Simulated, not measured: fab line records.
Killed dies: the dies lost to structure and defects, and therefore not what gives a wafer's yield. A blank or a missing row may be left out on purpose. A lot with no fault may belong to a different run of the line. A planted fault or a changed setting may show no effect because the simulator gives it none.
Which tool is to blame? ; flow gf180mcu ; 14 lots with 42 wafers sampled at 3 steps, on a route of 602 steps

## WHAT THE GAUGES READ, wafer by wafer
GF_MVSD_OVL_MEAS_07.
lot;measured;on;MVSD_OVL (nm)
L875;day 4 07:55;overlay-02;0.2 -0.2 -1.2
L876;day 4 16:29;overlay-01;-0.3 1.6 0.9
L878;day 5 03:31;overlay-01;3.7 3.0 1.5
L879;day 5 06:46;overlay-02;1.8 -1.0 -1.6
L880;day 5 14:43;overlay-02;0.2 0.1 0.4
L886;day 7 00:28;overlay-01;-0.2 1.3 -2.7
L889;day 7 18:07;overlay-01;4.4 1.3 0.9
L890;day 8 03:44;overlay-02;-1.0 -0.1 -0.9
L891;day 8 06:40;overlay-02;-0.5 -0.5 -0.9
L892;day 8 13:55;overlay-02;2.3 -1.0 0.9
L893;day 8 20:52;overlay-02;0.9 0.2 0.8
L894;day 9 01:06;overlay-01;1.1 1.4 1.2
L895;day 9 06:55;overlay-01;0.4 1.9 -0.3
L898;day 10 03:20;overlay-01;0.8 0.3 -0.2

GF_MVPSD_OVL_MEAS_07.
lot;measured;on;MVPSD_OVL (nm)
L875;day 4 21:52;overlay-01;2.2 1.5 1.3
L876;day 5 06:19;overlay-02;1.1 0.9 1.5
L878;day 5 16:55;overlay-02;3.4 5.3 2.9
L879;day 5 21:23;overlay-02;1.4 1.7 1.1
L880;day 6 05:18;overlay-01;-1.2 -1.1 -0.7
L886;day 7 16:52;overlay-01;0.8 0.5 0.3
L889;day 8 11:00;overlay-02;-1.6 -1.4 -0.9
L890;day 8 20:26;overlay-02;1.7 3.2 2.4
L891;day 9 00:12;overlay-01;1.1 0.7 1.5
L892;day 9 07:06;overlay-02;0.2 1.4 2.0
L893;day 9 14:32;overlay-02;0.4 -1.4 0.3
L894;day 9 17:54;overlay-02;0.8 -0.5 2.8
L895;day 10 00:32;overlay-01;-1.5 -0.1 -1.2
L898;day 10 21:33;overlay-02;0.3 0.5 0.0

GF_VT_IMPLANT_OVL_MEAS_07.
lot;measured;on;VT_IMPLANT_OVL (nm)
L875;day 5 12:01;overlay-02;-1.2 -2.5 -1.1
L876;day 5 20:43;overlay-01;1.5 1.8 3.0
L878;day 6 08:10;overlay-01;3.5 1.6 1.8
L879;day 6 12:38;overlay-01;-2.0 -2.1 -2.8
L880;day 6 20:58;overlay-01;0.4 0.8 0.0
L886;day 8 10:19;overlay-01;0.5 1.4 -1.5
L889;day 9 03:40;overlay-02;0.0 0.1 -0.2
L890;day 9 13:58;overlay-02;-1.1 -1.3 -1.8
L891;day 9 16:40;overlay-02;-5.4 -1.9 -1.9
L892;day 10 00:50;overlay-02;2.1 1.9 0.1
L893;day 10 08:46;overlay-02;1.3 1.2 0.9
L894;day 10 12:20;overlay-02;-2.1 -0.2 -0.7
L895;day 10 17:58;overlay-02;-0.6 -3.7 -1.7
L898;day 11 15:55;overlay-01;-1.2 -0.9 -2.3

## WHAT TOOL EACH LOT RAN ON (gives the tool, then ch and the chambers of the sampled wafers, and finally the start)
There is no process step in the record ahead of these readings.

## WHAT THE TOOLS THEMSELVES READ (means of the sampled wafers that have a number; where no wafer has one, the mark that the record gives instead)
The record holds no such reading with a usual standard deviation.

## THE ANSWER, worked out from the rows above alone
Rule: the usual values come from the lots themselves. The widest of any qualifying gaps counts: lots, ordered by their means at a reading, are off when they make up no more than a third of the lots, leave a main group of 4 or more, and stand apart from it by 3 or more times the standard deviation of that group's means. A main group is skipped when, at the precision printed for the reading in the tables above, its means are all equal. A lot without any number at a reading at which 4 lots or more have one is off too. Any other lot the step has rows for is counted as sound. After the gauges, taken in route order, come the tools' own readings; for these a lot's mean is taken, as printed above. At the first step where some lot is off, the reading lying furthest off is the one used; lots without a number count as furthest.
None of the lots is off at any reading shown; this tells nothing.

## WHAT HAD BEEN PUT IN BY THE SIMULATOR
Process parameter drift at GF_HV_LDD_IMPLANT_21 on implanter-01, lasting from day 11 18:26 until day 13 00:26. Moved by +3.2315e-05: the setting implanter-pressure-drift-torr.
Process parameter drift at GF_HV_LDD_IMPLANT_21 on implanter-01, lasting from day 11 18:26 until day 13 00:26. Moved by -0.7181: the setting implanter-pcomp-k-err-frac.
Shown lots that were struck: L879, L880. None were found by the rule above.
